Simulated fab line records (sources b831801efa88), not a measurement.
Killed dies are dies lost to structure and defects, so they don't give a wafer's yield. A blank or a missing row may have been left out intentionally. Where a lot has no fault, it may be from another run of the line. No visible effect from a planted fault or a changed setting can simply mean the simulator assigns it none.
fab line records | flow sky130
[record] lots = 14 wafers = 40 last_day = 51
route steps=708 shown VT_ADJUST_HVTP@91 PAD_OPEN@708
lots that met no fault: taken from a fault-free run of the same line
start_h: hours from the record's opening day to when the first of the lot's shown wafers began | wait_h: hours since the lot's step before | " as in the row above | L1.1+2: a row that stands for several wafers | - either no value or no given start | * or withheld: withheld | < > ~ a bound
route shown NAME@n: names a module that has steps shown in the file, with the first one's number in the route | usual: mean/standard deviation of fault-free wafers | same: alike in all rows | chamber/n: place in a boat | sites: per-site readings | _std_site: standard deviation across them | _edge_site: mean of outer sites minus mean of inner sites | radius_mm: how far each site lies from the wafer's centre | mask NAME#n: copy n | behind: the last tool/chamber to shape the wafer | hold: reason for holding the lot/hours on hold/outcome of the hold | device: the transistor (n, p or np) that didn't switch | end of line: the tests these same wafers got at the end of their route | where a step has no rows: the recipe by itself | killed: dies lost to structure and defects at the first sort, not the wafer's yield | map: a wafer's dies, marking killed ones x, the rest . and places with no die _
set.NAME: the setting the step ran with; set.NAME@STEP: the setting that earlier step ran with | model.NAME: the simulator's own value behind a step, which no gauge read
a sample of lots followed through the steps of the route, with each step as a table and each wafer as a row
[[steps]]
[step SKY_VT_ADJUST_HVTP_DEVELOP_06]
[recipe] resist = NOVOLAK developer = TMAH develop_time_s = 60 dev_temp_c = 23
[usual] chill_plate_temp_C = 23.00/0.1
// columns lot.wafer tool chamber start_h wait_h chill_plate_temp_C
L568.1 litho_track-03 0 128.71 0.1 23.09
L568.3 " 0 " " 22.91
L568.6 " 0 " " 23.28
L569.1 litho_track-04 0 133.43 0.1 23.02
L569.4 " 0 " " 22.96
L569.5 " 0 " " 22.85
L570.3 litho_track-04 0 136.88 0.1 23.24
L570.4 " 0 " " 23.08
L570.5 " 0 " " 23.07
L572.1 litho_track-01 0 149.40 0.1 22.92
L572.5 " 0 " " 23.06
L572.6 " 0 " " 22.94
L573.4 litho_track-04 0 157.46 0.1 22.99
L573.5 " 0 " " 22.78
L573.6 " 0 " " 22.92
L575.1 litho_track-03 0 167.66 0.1 22.96
L575.2 " 0 " " 23.02
L575.5 " 0 " " 23.06
L576.3 litho_track-03 0 177.21 0.1 23.02
L576.4 " 0 " " 22.90
L576.6 " 0 " " 23.04
L579.3 litho_track-01 0 199.55 0.1 23.13
L579.4 " 0 " " 22.99
L579.6 " 0 " " 23.03
L584.1 litho_track-01 0 230.50 0.1 22.92
L584.2 " 0 " " 23.04
L585.2 litho_track-01 0 237.02 0.1 22.93
L585.4 " 0 " " 22.66
L587.1 litho_track-03 0 245.81 0.1 22.97
L587.2 " 0 " " 22.85
L587.6 " 0 " " 23.09
L588.1 litho_track-03 0 250.46 0.1 22.88
L588.3 " 0 " " 23.04
L588.6 " 0 " " 23.04
L589.4 litho_track-03 0 257.69 0.1 23.10
L589.5 " 0 " " 22.98
L589.6 " 0 " " 23.10
L590.1 litho_track-04 0 264.23 0.1 23.05
L590.2 " 0 " " 23.18
L590.5 " 0 " " 23.13
[step SKY_VT_ADJUST_HVTP_CD_MEAS_07]
[recipe] target_cd_nm = 380
[usual] cd_nm = 379.5/2.3
// columns lot.wafer tool chamber start_h wait_h cd_nm
L568.1 cd_sem-01 - 128.86 0.1 381.0
L568.3 " - " " 378.3
L568.6 " - " " 375.8
L569.1 cd_sem-02 - 133.58 0.1 378.3
L569.4 " - " " 377.2
L569.5 " - " " 376.8
L570.3 cd_sem-01 - 137.02 0.1 379.0
L570.4 " - " " 377.2
L570.5 " - " " 378.8
L572.1 cd_sem-02 - 149.55 0.1 378.3
L572.5 " - " " 374.1
L572.6 " - " " 376.6
L573.4 cd_sem-02 - 157.59 0.1 378.3
L573.5 " - " " 376.9
L573.6 " - " " 380.0
L575.1 cd_sem-02 - 167.81 0.1 382.0
L575.2 " - " " 379.4
L575.5 " - " " 380.4
L576.3 cd_sem-02 - 177.35 0.1 381.1
L576.4 " - " " 382.1
L576.6 " - " " 383.3
L579.3 cd_sem-02 - 199.69 0.1 380.2
L579.4 " - " " 380.8
L579.6 " - " " 381.5
L584.1 cd_sem-02 - 230.65 0.1 381.3
L584.2 " - " " -
L585.2 cd_sem-01 - 237.17 0.1 -
L585.4 " - " " -
L587.1 cd_sem-02 - 245.96 0.1 382.4
L587.2 " - " " 382.0
L587.6 " - " " 381.9
L588.1 cd_sem-02 - 250.61 0.1 380.0
L588.3 " - " " 373.9
L588.6 " - " " 378.2
L589.4 cd_sem-01 - 257.82 0.1 381.1
L589.5 " - " " 381.3
L589.6 " - " " 384.2
L590.1 cd_sem-02 - 264.38 0.1 381.3
L590.2 " - " " 383.0
L590.5 " - " " 380.6
[step SKY_VT_ADJUST_HVTP_OVL_MEAS_08]
[usual] VT_ADJUST_HVTP_OVL = -0.7/1.6
// columns lot.wafer tool chamber start_h wait_h VT_ADJUST_HVTP_OVL[nm]
L568.1 overlay-01 - 128.98 0.1 1.4
L568.3 " - " " -0.5
L568.6 " - " " -3.0
L569.1 overlay-01 - 133.70 0.1 1.0
L569.4 " - " " 1.2
L569.5 " - " " 0.1
L570.3 overlay-01 - 137.11 0.1 0.9
L570.4 " - " " 1.3
L570.5 " - " " 0.3
L572.1 overlay-01 - 149.67 0.1 -1.1
L572.5 " - " " -3.0
L572.6 " - " " -1.9
L573.4 overlay-02 - 157.67 0.1 0.2
L573.5 " - " " 0.8
L573.6 " - " " 0.4
L575.1 overlay-02 - 167.93 0.1 -1.9
L575.2 " - " " -1.7
L575.5 " - " " -3.9
L576.3 overlay-02 - 177.45 0.1 0.3
L576.4 " - " " -0.8
L576.6 " - " " -1.5
L579.3 overlay-02 - 199.78 0.1 -3.9
L579.4 " - " " -0.5
L579.6 " - " " -0.3
L584.1 overlay-01 - 230.77 0.1 -3.1
L584.2 " - " " -
L585.2 overlay-02 - 237.27 0.1 -
L585.4 " - " " -
L587.1 overlay-01 - 246.08 0.1 -1.5
L587.2 " - " " -1.0
L587.6 " - " " -1.1
L588.1 overlay-01 - 250.73 0.1 -0.8
L588.3 " - " " -3.5
L588.6 " - " " -4.7
L589.4 overlay-02 - 257.90 0.1 -0.9
L589.5 " - " " 1.6
L589.6 " - " " 2.8
L590.1 overlay-01 - 264.50 0.1 -1.2
L590.2 " - " " 0.9
L590.5 " - " " -0.9
[step SKY_VT_ADJUST_HVTP_TW_MEAS_11]
[usual] VT_ADJUST_HVTP_TW = 1353/10
// columns lot.wafer tool chamber start_h wait_h VT_ADJUST_HVTP_TW
L568.1 film_metro-02 - 129.27 0.1 1372
L568.3 " - " " 1367
L568.6 " - " " 1366
L569.1 film_metro-03 - 133.99 0.1 1341
L569.4 " - " " 1341
L569.5 " - " " 1341
L570.3 film_metro-03 - 137.41 0.1 1343
L570.4 " - " " 1347
L570.5 " - " " 1343
L572.1 film_metro-03 - 149.95 0.1 1350
L572.5 " - " " 1345
L572.6 " - " " 1347
L573.4 film_metro-03 - 157.97 0.1 1346
L573.5 " - " " 1354
L573.6 " - " " 1343
L575.1 film_metro-03 - 168.22 0.1 1346
L575.2 " - " " 1341
L575.5 " - " " 1350
L576.3 film_metro-03 - 177.74 0.1 1335
L576.4 " - " " 1339
L576.6 " - " " 1346
L579.3 film_metro-02 - 200.07 0.1 1360
L579.4 " - " " 1366
L579.6 " - " " 1360
L584.1 film_metro-01 - 231.05 0.1 1362
L584.2 " - " " 30
L585.2 film_metro-02 - 237.56 0.1 30
L585.4 " - " " 30
L587.1 film_metro-03 - 246.37 0.1 1346
L587.2 " - " " 1340
L587.6 " - " " 1334
L588.1 film_metro-02 - 251.02 0.1 1363
L588.3 " - " " 1368
L588.6 " - " " 1368
L589.4 film_metro-01 - 258.36 0.2 1355
L589.5 " - " " 1363
L589.6 " - " " 1363
L590.1 film_metro-03 - 264.79 0.1 1335
L590.2 " - " " 1344
L590.5 " - " " 1346
[step SKY_PAD_OPEN_PROBE_99]
[usual] killed_at_M0_to_M3 = 43/7 killed_at_M4_up = 3.1/1.5 killed_at_contacts = 23/4.9 killed_at_front_end = 16/3.9 killed_at_other = 0.3/0.52 killed_dies = 86/8.2 killed_on_rim = 16/3.7 killed_open = 47/6.1 killed_short = 38/5.8
[same] gross_dies = 492 killed_at_back_side = 0
// columns lot.wafer tool chamber start_h wait_h killed_at_M0_to_M3 killed_at_M4_up killed_at_contacts killed_at_front_end killed_at_other killed_dies killed_on_rim killed_open killed_short
L568.1 prober-02 - 1112.15 0.1 36 2 22 13 0 73 18 39 34
L568.3 prober-02 - 1112.25 0.2 47 3 24 17 0 91 18 50 41
L568.6 prober-02 - 1112.40 0.2 30 3 28 19 0 80 20 43 37
L570.3 prober-01 - 1119.70 0.2 36 3 31 17 0 87 22 43 42
L570.4 prober-01 - 1119.75 0.2 35 3 25 20 0 83 17 49 33
L570.5 prober-01 - 1119.80 0.2 30 2 22 19 1 74 14 40 34
L569.1 prober-02 - 1120.28 0.1 45 2 30 18 0 95 15 52 43
L569.4 prober-02 - 1120.43 0.2 44 5 16 17 0 82 10 49 33
L569.5 prober-02 - 1120.48 0.2 42 4 23 13 0 82 12 47 35
L572.1 prober-02 - 1133.32 0.1 49 5 26 16 0 96 14 50 45
L572.5 prober-02 - 1133.52 0.2 40 2 22 11 0 75 18 40 32
L572.6 prober-02 - 1133.57 0.2 49 2 22 11 1 85 19 51 34
L573.4 prober-01 - 1140.16 0.2 44 3 21 13 0 81 23 42 39
L573.5 prober-01 - 1140.21 0.2 50 2 21 18 0 91 12 52 39
L573.6 prober-01 - 1140.26 0.2 57 5 20 12 0 94 22 57 37
L575.1 prober-01 - 1153.14 0.1 44 4 26 24 0 98 24 53 45
L575.2 prober-01 - 1153.19 0.1 46 3 18 14 1 82 15 48 33
L575.5 prober-01 - 1153.34 0.2 39 0 25 14 1 79 17 41 37
L576.3 prober-02 - 1164.45 0.2 34 5 18 21 0 78 14 48 30
L576.4 prober-02 - 1164.50 0.2 41 4 21 25 0 91 22 46 45
L576.6 prober-02 - 1164.60 0.2 55 4 21 9 0 89 17 47 42
L579.3 prober-02 - 1180.77 0.2 52 4 12 10 0 78 15 45 33
L579.4 prober-02 - 1180.82 0.2 60 3 18 16 1 98 24 57 41
L579.6 prober-02 - 1180.92 0.2 41 4 21 20 1 87 16 45 42
L584.1 prober-01 - 1206.40 0.1 42 1 15 18 0 76 13 46 30
L584.2 prober-01 - 1206.45 0.1 42 2 18 428 2 492 96 39 38
L585.2 prober-01 - 1213.51 0.1 47 3 28 414 0 492 96 52 37
L585.4 prober-01 - 1213.61 0.2 43 6 25 418 0 492 96 49 39
L587.1 prober-02 - 1218.31 0.1 40 2 21 18 0 81 12 46 33
L587.2 prober-02 - 1218.36 0.1 43 3 24 13 0 83 15 46 37
L587.6 prober-02 - 1218.56 0.2 44 3 21 12 0 80 12 43 37
L588.1 prober-01 - 1219.55 0.1 58 3 30 11 2 104 14 59 44
L588.3 prober-01 - 1219.65 0.2 47 5 20 12 0 84 22 50 34
L588.6 prober-01 - 1219.80 0.2 47 3 29 14 0 93 17 50 43
L590.1 prober-02 - 1223.15 0.1 40 1 26 14 0 81 14 44 37
L590.2 prober-02 - 1223.20 0.1 31 2 28 14 0 75 21 42 33
L590.5 prober-02 - 1223.35 0.2 47 3 29 16 0 95 19 55 40
L589.4 prober-01 - 1223.99 0.2 43 4 27 14 0 88 14 47 40
L589.5 prober-01 - 1224.04 0.2 41 3 23 17 1 85 16 36 48
L589.6 prober-01 - 1224.09 0.2 51 1 24 10 0 86 17 41 43
// killed by level:class
L568.1 VIA1:geometric_particle:open=10 LI_CONTACT:geometric_particle:open=8 METAL1:geometric_particle:short=7 CONTACT:geometric_particle:short=6 VIA2:geometric_particle:open=5 METAL2:geometric_particle:short=5 CONTACT:geometric_particle:open=4 VIA3:geometric_particle:open=4
L568.3 LI_CONTACT:geometric_particle:open=10 POLY_GATE:geometric_particle:short=9 VIA1:geometric_particle:open=9 METAL1:geometric_particle:short=8 CONTACT:geometric_particle:open=8 VIA3:geometric_particle:open=5 VIA2:geometric_particle:open=5 VIA1:geometric_particle:short=4
L568.6 LI_CONTACT:geometric_particle:open=10 CONTACT:geometric_particle:open=7 METAL1:geometric_particle:short=7 FIELD_ISO:geometric_particle:short=5 CONTACT:geometric_particle:short=5 VIA1:geometric_particle:short=4 FIELD_ISO:geometric_particle:open=3 POLY_GATE:geometric_particle:short=3
L570.3 LI_CONTACT:geometric_particle:open=11 CONTACT:geometric_particle:open=9 VIA2:geometric_particle:short=7 VIA3:geometric_particle:open=7 FIELD_ISO:geometric_particle:short=5 POLY_GATE:geometric_particle:short=4 CONTACT:geometric_particle:short=4 VIA1:geometric_particle:open=4
L570.4 LI_CONTACT:geometric_particle:open=11 VIA1:geometric_particle:open=8 CONTACT:geometric_particle:open=6 METAL1:geometric_particle:open=6 POLY_GATE:geometric_particle:open=5 POLY_GATE:geometric_particle:short=5 CONTACT:geometric_particle:short=5 VIA3:geometric_particle:open=5
L570.5 VIA1:geometric_particle:open=10 CONTACT:geometric_particle:open=8 FIELD_ISO:geometric_particle:open=6 LI_CONTACT:geometric_particle:short=5 VIA3:geometric_particle:open=5 METAL2:geometric_particle:short=5 FIELD_ISO:geometric_particle:short=4 LOCAL_INTERCONNECT:geometric_particle:short=4
L569.1 METAL1:geometric_particle:short=10 CONTACT:geometric_particle:open=10 LI_CONTACT:geometric_particle:open=9 VIA2:geometric_particle:open=7 VIA1:geometric_particle:open=7 FIELD_ISO:geometric_particle:short=6 FIELD_ISO:geometric_particle:open=6 METAL2:geometric_particle:short=6
L569.4 VIA2:geometric_particle:open=12 LI_CONTACT:geometric_particle:open=6 VIA1:geometric_particle:open=6 METAL2:geometric_particle:short=5 CONTACT:geometric_particle:open=5 VIA3:geometric_particle:open=5 POLY_GATE:geometric_particle:short=4 METAL1:geometric_particle:short=4
L569.5 CONTACT:geometric_particle:open=8 VIA3:geometric_particle:open=8 VIA2:geometric_particle:open=7 LOCAL_INTERCONNECT:geometric_particle:short=6 VIA1:geometric_particle:open=6 LI_CONTACT:geometric_particle:open=4 METAL2:geometric_particle:short=4 METAL1:geometric_particle:short=4
L572.1 VIA1:geometric_particle:open=12 CONTACT:geometric_particle:open=10 VIA1:geometric_particle:short=10 LI_CONTACT:geometric_particle:open=7 FIELD_ISO:geometric_particle:open=5 POLY_GATE:geometric_particle:open=5 METAL2:geometric_particle:short=5 VIA3:geometric_particle:open=5
L572.5 VIA1:geometric_particle:open=11 LI_CONTACT:geometric_particle:open=7 CONTACT:geometric_particle:open=6 METAL1:geometric_particle:short=5 METAL2:geometric_particle:short=5 LOCAL_INTERCONNECT:geometric_particle:short=4 CONTACT:geometric_particle:short=4 VIA1:geometric_particle:short=4
L572.6 VIA1:geometric_particle:open=13 LI_CONTACT:geometric_particle:open=8 METAL2:geometric_particle:short=7 VIA3:geometric_particle:open=6 CONTACT:geometric_particle:open=6 VIA2:geometric_particle:open=6 VIA1:geometric_particle:short=5 FIELD_ISO:geometric_particle:short=4
L573.4 VIA1:geometric_particle:open=13 LI_CONTACT:geometric_particle:open=7 METAL1:geometric_particle:short=7 FIELD_ISO:geometric_particle:open=5 CONTACT:geometric_particle:short=5 METAL2:geometric_particle:short=5 VIA1:geometric_particle:short=5 POLY_GATE:geometric_particle:short=4
L573.5 VIA1:geometric_particle:open=12 VIA3:geometric_particle:open=10 LI_CONTACT:geometric_particle:open=8 POLY_GATE:geometric_particle:short=7 METAL1:geometric_particle:short=7 CONTACT:geometric_particle:open=5 VIA1:geometric_particle:short=5 FIELD_ISO:geometric_particle:open=3
L573.6 VIA1:geometric_particle:open=13 VIA3:geometric_particle:open=10 METAL1:geometric_particle:short=10 CONTACT:geometric_particle:open=8 LI_CONTACT:geometric_particle:open=6 VIA1:geometric_particle:short=6 VIA2:geometric_particle:open=5 METAL2:geometric_particle:short=5
L575.1 VIA1:geometric_particle:open=13 VIA2:geometric_particle:open=8 LI_CONTACT:geometric_particle:open=7 FIELD_ISO:geometric_particle:open=6 FIELD_ISO:geometric_particle:short=5 METAL1:geometric_particle:short=5 LI_CONTACT:geometric_particle:short=5 POLY_GATE:geometric_particle:open=5
L575.2 VIA1:geometric_particle:open=11 LI_CONTACT:geometric_particle:open=8 VIA1:geometric_particle:short=6 VIA2:geometric_particle:open=6 METAL2:geometric_particle:short=5 VIA3:geometric_particle:open=5 FIELD_ISO:geometric_particle:short=4 FIELD_ISO:geometric_particle:open=4
L575.5 CONTACT:geometric_particle:open=8 VIA1:geometric_particle:open=7 LI_CONTACT:geometric_particle:open=6 METAL1:geometric_particle:short=6 POLY_GATE:geometric_particle:open=5 CONTACT:geometric_particle:short=5 VIA2:geometric_particle:short=5 METAL3:geometric_particle:short=5
L576.3 VIA2:geometric_particle:open=8 CONTACT:geometric_particle:open=7 VIA3:geometric_particle:open=6 FIELD_ISO:geometric_particle:open=5 VIA1:geometric_particle:open=5 FIELD_ISO:geometric_particle:short=4 POLY_GATE:geometric_particle:open=4 METAL2:geometric_particle:short=4
L576.4 FIELD_ISO:geometric_particle:open=8 CONTACT:geometric_particle:open=7 VIA1:geometric_particle:open=7 METAL1:geometric_particle:short=7 VIA1:geometric_particle:short=7 POLY_GATE:geometric_particle:short=6 LOCAL_INTERCONNECT:geometric_particle:short=5 VIA2:geometric_particle:open=5
L576.6 VIA1:geometric_particle:open=11 VIA3:geometric_particle:open=9 LI_CONTACT:geometric_particle:open=7 VIA2:geometric_particle:short=6 METAL2:geometric_particle:short=6 VIA2:geometric_particle:open=6 CONTACT:geometric_particle:open=5 METAL1:geometric_particle:short=5
L579.3 VIA2:geometric_particle:open=13 VIA1:geometric_particle:open=9 METAL2:geometric_particle:short=7 VIA1:geometric_particle:short=6 FIELD_ISO:geometric_particle:open=4 LI_CONTACT:geometric_particle:open=4 VIA3:geometric_particle:open=4 POLY_GATE:geometric_particle:short=3
L579.4 VIA1:geometric_particle:open=16 VIA3:geometric_particle:open=10 CONTACT:geometric_particle:open=8 VIA2:geometric_particle:open=7 METAL2:geometric_particle:short=6 VIA2:geometric_particle:short=5 LOCAL_INTERCONNECT:geometric_particle:short=4 LI_CONTACT:geometric_particle:open=4
L579.6 VIA2:geometric_particle:open=9 FIELD_ISO:geometric_particle:short=8 CONTACT:geometric_particle:open=8 VIA1:geometric_particle:open=7 VIA1:geometric_particle:short=6 VIA3:geometric_particle:open=6 CONTACT:geometric_particle:short=5 FIELD_ISO:geometric_particle:open=4
L584.1 VIA1:geometric_particle:open=13 LI_CONTACT:geometric_particle:open=6 VIA2:geometric_particle:open=6 VIA3:geometric_particle:open=6 CONTACT:geometric_particle:open=4 METAL2:geometric_particle:short=4 POLY_GATE:geometric_particle:short=4 FIELD_ISO:geometric_particle:open=3
L584.2 VT_ADJUST_HVTP:area_develop=415 VIA1:geometric_particle:open=12 CONTACT:geometric_particle:open=8 METAL1:geometric_particle:short=7 VIA3:geometric_particle:short=5 POLY_GATE:geometric_particle:short=4 LI_CONTACT:geometric_particle:short=4 VIA1:geometric_particle:short=4
L585.2 VT_ADJUST_HVTP:area_develop=403 LI_CONTACT:geometric_particle:open=11 CONTACT:geometric_particle:open=9 VIA1:geometric_particle:open=8 METAL2:geometric_particle:short=7 VIA3:geometric_particle:open=7 VIA3:geometric_particle:short=6 VIA2:geometric_particle:open=5
L585.4 VT_ADJUST_HVTP:area_develop=401 VIA1:geometric_particle:open=17 CONTACT:geometric_particle:open=9 LI_CONTACT:geometric_particle:open=6 VIA3:geometric_particle:open=6 METAL4:geometric_particle:short=6 FIELD_ISO:geometric_particle:short=5 CONTACT:geometric_particle:short=5
L587.1 CONTACT:geometric_particle:open=8 VIA2:geometric_particle:open=8 VIA1:geometric_particle:open=8 FIELD_ISO:geometric_particle:short=7 VIA1:geometric_particle:short=5 METAL2:geometric_particle:short=5 FIELD_ISO:geometric_particle:open=4 POLY_GATE:geometric_particle:open=4
L587.2 CONTACT:geometric_particle:open=9 VIA1:geometric_particle:open=8 VIA2:geometric_particle:open=7 VIA3:geometric_particle:open=7 LI_CONTACT:geometric_particle:open=6 METAL1:geometric_particle:short=5 POLY_GATE:geometric_particle:short=4 METAL3:geometric_particle:short=4
L587.6 VIA1:geometric_particle:open=15 CONTACT:geometric_particle:open=11 VIA1:geometric_particle:short=9 LI_CONTACT:geometric_particle:open=5 FIELD_ISO:geometric_particle:short=4 POLY_GATE:geometric_particle:short=4 METAL2:geometric_particle:short=4 FIELD_ISO:geometric_particle:open=3
L588.1 VIA2:geometric_particle:open=12 CONTACT:geometric_particle:open=11 VIA1:geometric_particle:open=10 METAL2:geometric_particle:short=9 LI_CONTACT:geometric_particle:open=7 VIA3:geometric_particle:open=7 VIA1:geometric_particle:short=6 LOCAL_INTERCONNECT:geometric_particle:short=4
L588.3 VIA2:geometric_particle:open=12 VIA1:geometric_particle:open=10 LI_CONTACT:geometric_particle:open=8 CONTACT:geometric_particle:open=6 METAL1:geometric_particle:short=5 FIELD_ISO:geometric_particle:open=4 VIA1:geometric_particle:short=4 FIELD_ISO:geometric_particle:short=3
L588.6 CONTACT:geometric_particle:open=13 METAL1:geometric_particle:short=11 LI_CONTACT:geometric_particle:open=9 VIA2:geometric_particle:open=8 POLY_GATE:geometric_particle:open=6 VIA3:geometric_particle:open=5 POLY_GATE:geometric_particle:short=4 VIA1:geometric_particle:short=4
L590.1 CONTACT:geometric_particle:open=12 VIA1:geometric_particle:open=10 FIELD_ISO:geometric_particle:short=6 VIA2:geometric_particle:short=6 LI_CONTACT:geometric_particle:open=5 VIA3:geometric_particle:open=5 METAL2:geometric_particle:short=5 LOCAL_INTERCONNECT:geometric_particle:short=4
L590.2 CONTACT:geometric_particle:open=12 VIA3:geometric_particle:open=6 VIA2:geometric_particle:open=6 CONTACT:geometric_particle:short=5 VIA1:geometric_particle:open=5 POLY_GATE:geometric_particle:open=4 LI_CONTACT:geometric_particle:open=4 LOCAL_INTERCONNECT:geometric_particle:short=4
L590.5 VIA2:geometric_particle:open=11 LI_CONTACT:geometric_particle:open=10 CONTACT:geometric_particle:open=9 VIA1:geometric_particle:open=7 METAL2:geometric_particle:short=7 VIA3:geometric_particle:open=7 LOCAL_INTERCONNECT:geometric_particle:short=6 FIELD_ISO:geometric_particle:open=4
L589.4 CONTACT:geometric_particle:open=9 VIA1:geometric_particle:open=9 VIA3:geometric_particle:open=8 VIA2:geometric_particle:open=7 LI_CONTACT:geometric_particle:open=6 LOCAL_INTERCONNECT:geometric_particle:short=6 VIA3:geometric_particle:short=5 FIELD_ISO:geometric_particle:short=4
L589.5 FIELD_ISO:geometric_particle:short=8 METAL2:geometric_particle:short=8 LOCAL_INTERCONNECT:geometric_particle:short=7 LI_CONTACT:geometric_particle:open=6 CONTACT:geometric_particle:open=6 VIA1:geometric_particle:short=5 METAL1:geometric_particle:short=5 METAL1:geometric_particle:open=4
L589.6 VIA1:geometric_particle:open=12 VIA3:geometric_particle:open=9 METAL1:geometric_particle:short=6 METAL2:geometric_particle:short=6 VIA2:geometric_particle:short=5 LOCAL_INTERCONNECT:geometric_particle:short=5 CONTACT:geometric_particle:short=5 CONTACT:geometric_particle:open=5
[[key]]
[first_sign] step = SKY_VT_ADJUST_HVTP_CD_MEAS_07 reading = cd_nm direction = missing
[effect] step = SKY_VT_ADJUST_HVTP_OVL_MEAS_08 reading = VT_ADJUST_HVTP_OVL direction = missing
[effect] step = SKY_VT_ADJUST_HVTP_TW_MEAS_11 reading = VT_ADJUST_HVTP_TW direction = down sigmas = 99+ usual = 1353 struck = 30
[effect] step = SKY_PAD_OPEN_PROBE_99 reading = killed_at_front_end direction = up sigmas = 99+ usual = 16 struck = 420
[more_kills_born_at] SKY_VT_ADJUST_HVTP_DEVELOP_06@litho_track-01 = 1219
met_at SKY_VT_ADJUST_HVTP_DEVELOP_06
struck_lots L584,L585
struck_wafers L584.2,L585.2,L585.4
tester_left_out L584,L585
onset_between 199.55 230.50
[fault] kind = process_parameter_drift tool = litho_track-01 chamber = - onset_h = 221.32 steps = SKY_VT_ADJUST_HVTP_DEVELOP_06 channel = develop_time_s offset = * shape = step end_h = 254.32 scope = struck_wafers_only acts_in = * stated = *
// tester_left_out: of these lots the tester's yield and bins aren't shown, on N5 and GAA mostly nor the transistor test; their killed dies are dies lost to structure and defects alone, not to doping, threshold or leakage, so they don't give the yield
